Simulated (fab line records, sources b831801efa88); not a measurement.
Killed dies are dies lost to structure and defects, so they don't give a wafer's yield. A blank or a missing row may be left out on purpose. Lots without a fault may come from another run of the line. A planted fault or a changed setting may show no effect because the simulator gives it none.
Which tool did it? | flow sky130 | 14 lots, 42 wafers sampled, at 5 steps of a route of 708

WHAT THE GAUGES READ, wafer by wafer
SKY_VT_ADJUST_HVTP_CD_MEAS_07: target cd 380 nm.
lot  | measured     | on        | cd_nm (nm)
L780 | day 6 05:38  | cd_sem-01 | 382.1 379.3 379.6
L782 | day 7 09:32  | cd_sem-01 | 379.1 379.3 377.6
L785 | day 8 06:26  | cd_sem-02 | 380.6 378.6 379.5
L784 | day 8 07:06  | cd_sem-01 | 380.9 381.4 382.0
L787 | day 8 13:47  | cd_sem-01 | 382.8 379.8 379.7
L788 | day 8 15:59  | cd_sem-01 | 386.2 389.5 382.1
L789 | day 8 20:22  | cd_sem-01 | 380.6 379.3 381.1
L790 | day 8 20:41  | cd_sem-01 | 381.2 378.3 379.8
L792 | day 9 14:53  | cd_sem-01 | 379.1 376.4 377.4
L791 | day 9 15:46  | cd_sem-02 | 374.3 376.8 377.6
L795 | day 10 11:10 | cd_sem-01 | 383.8 382.1 384.8
L798 | day 11 04:47 | cd_sem-02 | 377.2 380.8 380.4
L799 | day 11 10:22 | cd_sem-01 | 376.8 378.2 381.5
L802 | day 12 06:47 | cd_sem-01 | 377.1 378.5 376.0

SKY_VT_ADJUST_LVTN_TW_MEAS_10.
lot  | measured     | on            | VT_ADJUST_LVTN_TW
L780 | day 7 02:28  | film_metro-04 | 244.3 243.7 243.3
L782 | day 8 06:04  | film_metro-03 | 240.6 240.1 240.7
L785 | day 9 04:52  | film_metro-03 | 240.8 239.8 239.2
L784 | day 9 05:47  | film_metro-01 | 242.0 242.2 242.1
L787 | day 9 13:41  | film_metro-04 | 242.9 243.6 243.7
L788 | day 9 15:32  | film_metro-04 | 245.0 242.2 244.6
L789 | day 9 19:14  | film_metro-03 | 215.9 216.8 216.4
L790 | day 9 19:23  | film_metro-03 | 241.0 239.4 240.0
L792 | day 10 13:20 | film_metro-03 | 216.8 217.7 215.4
L791 | day 10 15:01 | film_metro-04 | 220.6 219.8 220.7
L795 | day 11 11:46 | film_metro-04 | 243.7 243.9 244.3
L798 | day 12 06:28 | film_metro-04 | 242.7 243.3 243.9
L799 | day 12 11:34 | film_metro-04 | 243.5 243.0 244.5
L802 | day 13 09:39 | film_metro-04 | 241.4 241.0 242.3

SKY_SD_P_CD_MEAS_07: target cd 380 nm.
lot  | measured     | on        | cd_nm (nm)
L780 | day 26 02:59 | cd_sem-02 | 380.4 380.9 379.8
L782 | day 27 07:52 | cd_sem-02 | 381.2 381.2 379.9
L785 | day 28 16:38 | cd_sem-01 | 385.3 384.6 386.2
L784 | day 28 18:33 | cd_sem-01 | 381.0 381.1 381.8
L787 | day 29 11:12 | cd_sem-01 | 377.7 378.2 380.0
L788 | day 29 13:36 | cd_sem-01 | 380.4 383.3 381.2
L789 | day 29 18:38 | cd_sem-01 | 377.3 378.6 377.3
L790 | day 29 18:22 | cd_sem-02 | 379.3 377.3 377.8
L792 | day 30 08:00 | cd_sem-01 | 380.7 381.4 383.7
L791 | day 30 11:28 | cd_sem-01 | 378.7 380.1 381.1
L795 | day 31 10:43 | cd_sem-01 | 379.1 378.5 378.5
L798 | day 32 01:16 | cd_sem-01 | 378.9 380.2 379.3
L799 | day 32 08:17 | cd_sem-02 | 375.6 376.2 375.0
L802 | day 33 06:53 | cd_sem-02 | 386.4 381.4 386.6

SKY_CONTACT_THK_MEAS_01.
lot  | measured     | on            | CONTACT_CVD_00_THK (nm)
L780 | day 31 02:20 | film_metro-04 | 74.7 74.0 75.6
L782 | day 32 04:58 | film_metro-04 | 73.6 75.3 75.2
L785 | day 33 13:48 | film_metro-01 | 74.0 72.2 74.3
L784 | day 33 14:41 | film_metro-04 | 72.5 73.3 75.0
L787 | day 34 05:50 | film_metro-02 | 74.6 74.7 75.8
L788 | day 34 07:20 | film_metro-01 | 75.0 75.7 74.9
L789 | day 34 09:18 | film_metro-04 | 75.5 75.2 76.7
L790 | day 34 09:08 | film_metro-02 | 74.1 75.5 75.5
L792 | day 35 00:29 | film_metro-04 | 75.5 74.6 76.1
L791 | day 35 04:51 | film_metro-04 | 73.0 72.2 73.6
L795 | day 36 07:55 | film_metro-04 | 73.7 74.0 75.5
L798 | day 36 16:02 | film_metro-02 | 74.5 75.0 75.7
L799 | day 36 21:31 | film_metro-02 | 75.3 77.0 77.2
L802 | day 37 19:38 | film_metro-02 | 77.0 76.8 75.8

WHICH TOOL RAN EACH LOT (tool, then ch and the chambers of the sampled wafers, then the start)
lot  | SKY_VT_ADJUST_LVTN_IMPLANT_08
L780 | implanter-01 ch 0, day 7 02:13
L782 | implanter-02 ch 0, day 8 05:49
L785 | implanter-01 ch 0, day 9 04:37
L784 | implanter-03 ch 0, day 9 05:33
L787 | implanter-03 ch 0, day 9 13:27
L788 | implanter-03 ch 0, day 9 15:18
L789 | implanter-03 ch 0, day 9 19:00
L790 | implanter-02 ch 0, day 9 19:10
L792 | implanter-03 ch 0, day 10 13:06
L791 | implanter-03 ch 0, day 10 14:46
L795 | implanter-01 ch 0, day 11 11:31
L798 | implanter-02 ch 0, day 12 06:13
L799 | implanter-02 ch 0, day 12 11:19
L802 | implanter-01 ch 0, day 13 09:27
- SKY_VT_ADJUST_LVTN_IMPLANT_08

WHAT THE TOOLS THEMSELVES READ (means of the sampled wafers that have a number; where no wafer has one, the mark that the record gives instead)
SKY_VT_ADJUST_LVTN_IMPLANT_08.
lot  | tool         | dose_ions_cm2 | faraday_current_uA
L780 | implanter-01 | 1.5698e+12    | 8.92
L782 | implanter-02 | 1.5693e+12    | 8.89
L785 | implanter-01 | 1.5700e+12    | 8.83
L784 | implanter-03 | 1.5709e+12    | 8.92
L787 | implanter-03 | 1.5724e+12    | 9.03
L788 | implanter-03 | 1.5706e+12    | 8.81
L789 | implanter-03 | 1.1043e+12    | 6.24
L790 | implanter-02 | 1.5693e+12    | 8.77
L792 | implanter-03 | 1.1042e+12    | 6.30
L791 | implanter-03 | 1.1047e+12    | 6.28
L795 | implanter-01 | 1.5721e+12    | 8.98
L798 | implanter-02 | 1.5694e+12    | 8.80
L799 | implanter-02 | 1.5689e+12    | 8.81
L802 | implanter-01 | 1.5702e+12    | 8.79

THE ANSWER, worked out from the rows above alone
Rule: what is usual is taken from the lots themselves. Put in order of their means at a reading, lots are off if they are a third of the lots or fewer, leave a main group of 4 or more, and stand apart from it by a gap of 3 or more times the standard deviation of the main group's means; of several such gaps the widest counts. A main group whose means are all the same, to the digits that the tables above print for the reading, isn't used. A lot without any number at a reading at which 4 lots or more have one is off too. The other lots that the step has rows for count as sound. The gauges are gone through in route order, then the tools' own readings, and for those a lot's mean is taken as printed above. The first step at which some lot is off is used, and at that step the reading that is off furthest; a lot without a number counts as furthest.
Off: L789, L792, L791, at SKY_VT_ADJUST_LVTN_TW_MEAS_10 (VT_ADJUST_LVTN_TW). The main group: mean 242.4, standard deviation 1.5.
A tool fits if, at a process step before that reading, it ran every lot that is off, and no sound lot after the first of them. The gauges at SKY_VT_ADJUST_LVTN_TW_MEAS_10 aren't tried: what is off there is off at SKY_VT_ADJUST_LVTN_IMPLANT_08 too, on other tools, and a gauge's error can't cause that. One fits: implanter-03 at SKY_VT_ADJUST_LVTN_IMPLANT_08. Its last sound lot is L788 (day 9 15:18), its first lot that is off L789 (day 9 19:00): a fault that began between those two fits.
The tool's own readings at SKY_VT_ADJUST_LVTN_IMPLANT_08 bear it out: on the lots that are off they differ by more than 5 times the standard deviation of the sound lots' means. dose_ions_cm2 reads 1.1044e+12 there against 1.5703e+12 on the sound lots; faraday_current_uA reads 6.27 there against 8.87 on the sound lots.

WHAT THE SIMULATOR HAD PUT IN
Process parameter drift: implanter-03, from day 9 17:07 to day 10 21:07, at SKY_VT_ADJUST_LVTN_IMPLANT_08. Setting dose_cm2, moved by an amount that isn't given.
Lots struck among those shown: L789, L792, L791. The rule above found the same.
